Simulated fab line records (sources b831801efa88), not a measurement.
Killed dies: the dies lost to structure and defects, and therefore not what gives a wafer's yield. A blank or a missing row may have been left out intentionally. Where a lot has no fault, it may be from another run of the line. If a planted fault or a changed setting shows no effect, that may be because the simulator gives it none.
Struck lot and sound lot, side by side -- flow sfq-line -- 19 out of 325 route steps
Sound: wafers L126.1, L126.4, L126.6. Wafers L127.2, L127.3, L127.4 were the ones struck. Last of all comes the cause.
Each step with rows lists, per side, the tool, then ch with its chambers, then its first start. Under that, the readings that differ: sound wafers -- struck wafers -- difference of the means -- sigmas: that difference in standard deviations of wafers without a fault.
alike: same words and numbers on both sides, and readings whose means sit less than 2 such deviations apart. not compared: any withheld reading, any reading some wafer has no value for, any bound like >300 that may hide the same value, and any number with overlapping values for which the record gives no deviation.
Wherever a step has rows on one side only, a row that says differs or no value, or a row with sigmas, the two part there. Numbers that don't overlap but have no deviation are shown without sigmas and don't part them. A reading missing from all wafers of one side parts the sides only when that side holds two or more wafers.

first, 4 steps without rows for these wafers: SFQ_TRILAYER_I5_LITHO_SOFTBAKE_148; SFQ_TRILAYER_I5_LITHO_EXPOSE_145 (exposes mask I5, target cd 700 nm); SFQ_TRILAYER_I5_LITHO_PEB_147 (peb time 60 s); SFQ_TRILAYER_I5_LITHO_DEVELOP_146 (time 60 s).
SFQ_I5_OVL_MEAS_936:
  struck on overlay-02, day 67 09:13; sound on overlay-02, day 66 22:25
  alike: I5_OVL
SFQ_TRILAYER_I5_BARC_OPEN_VIA_ETCH_200: etches BARC in O2, target depth 125 nm, time 41.7 s.
  sound on rie-diel-04 ch 0,1,3, day 66 22:27; struck on rie-diel-04 ch 1,2,3, day 67 09:15
  alike: drypump-motor-current-A, oes-product-au
  not compared: rf-hours-counter-h
SFQ_TRILAYER_I5_ETCH_VIA_ETCH_147: etches the open film in CHF3, stops on Nb, target depth 360 nm.
  sound on rie-diel-04 ch 0,1,3, day 66 22:29; struck on rie-diel-04 ch 1,2,3, day 67 09:17
  alike: drypump-motor-current-A, oes-product-au
SFQ_TRILAYER_I5_STRIP_STRIP_148: strips in O2.
  sound on rie-metal-02 ch 0,1, day 66 22:38; struck on rie-metal-02 ch 0,1, day 67 09:26
  alike: drypump-motor-current-A, he-backside-leak-sccm, oes-product-au
  not compared: rf-hours-counter-h
then, 4 steps without rows for these wafers: SFQ_TRILAYER_I5_STRIP_SOLV_CLEAN_149 (cleans in NMP, time 600 s); SFQ_TRILAYER_C5_LITHO_COAT_156 (resist thk 62 nm); SFQ_TRILAYER_C5_LITHO_COAT_151 (resist thk 650 nm); SFQ_TRILAYER_C5_LITHO_SOFTBAKE_155.
-- the record jumps here: 5 days lie between the struck wafers' starts before and after --
SFQ_TRILAYER_C5_LITHO_EXPOSE_152: exposes mask C5, target cd 500 nm.
  sound on krf-scanner-02 ch 0, day 72 12:50; struck on krf-scanner-02 ch 0, day 72 19:02
reading,sound,struck,difference,sigmas
exposure-dose-mJ-cm2,21.329 21.290 21.280,24.262 24.242 24.258,+2.954,+99 or more
  alike: mask, stage-vel-mm-s
then, 2 steps without rows for these wafers: SFQ_TRILAYER_C5_LITHO_PEB_154 (peb time 60 s); SFQ_TRILAYER_C5_LITHO_DEVELOP_153 (time 60 s).
SFQ_C5_OVL_MEAS_937:
  struck on overlay-02, day 72 20:20; sound on overlay-02, day 72 14:20
  alike: C5_OVL
SFQ_TRILAYER_C5_BARC_OPEN_VIA_ETCH_210: etches BARC in O2, target depth 125 nm, time 41.7 s.
  sound on rie-diel-04 ch 1,2,3, day 72 14:22; struck on rie-diel-04 ch 1,2,3, day 72 20:22
reading,sound,struck,difference,sigmas
model.C5.cd-nm (nm),500.6 502.4 501.2,520.7 520.4 521,+19.3,
  alike: drypump-motor-current-A, oes-product-au
  not compared: rf-hours-counter-h
SFQ_TRILAYER_C5_ETCH_VIA_ETCH_154: etches SiO2 in CHF3, stops on Nb, target depth 84 nm.
  sound on rie-diel-04 ch 1,2,3, day 72 14:24; struck on rie-diel-04 ch 1,2,3, day 72 20:24
reading,sound,struck,difference,sigmas
model.C5.cd-nm (nm),500.9 502.6 500.2,521 520.5 520.3,+19,
  alike: drypump-motor-current-A, oes-product-au
SFQ_TRILAYER_C5_STRIP_STRIP_155: strips in O2.
  sound on rie-metal-02 ch 0,1, day 72 14:27; struck on rie-metal-02 ch 0,1, day 72 20:27
  alike: drypump-motor-current-A, he-backside-leak-sccm, oes-product-au
  not compared: rf-hours-counter-h

## WHERE THEY PART
SFQ_TRILAYER_C5_LITHO_EXPOSE_152 only, going by this record. Later steps at which nothing parts them and some readings are alike: SFQ_C5_OVL_MEAS_937, SFQ_TRILAYER_C5_BARC_OPEN_VIA_ETCH_210, SFQ_TRILAYER_C5_ETCH_VIA_ETCH_154, SFQ_TRILAYER_C5_STRIP_STRIP_155.

WHY: what had been put in by the simulator
Process parameter drift: krf-scanner-02, from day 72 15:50 on, at SFQ_TRILAYER_C5_LITHO_EXPOSE_152. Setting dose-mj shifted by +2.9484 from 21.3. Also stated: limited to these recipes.
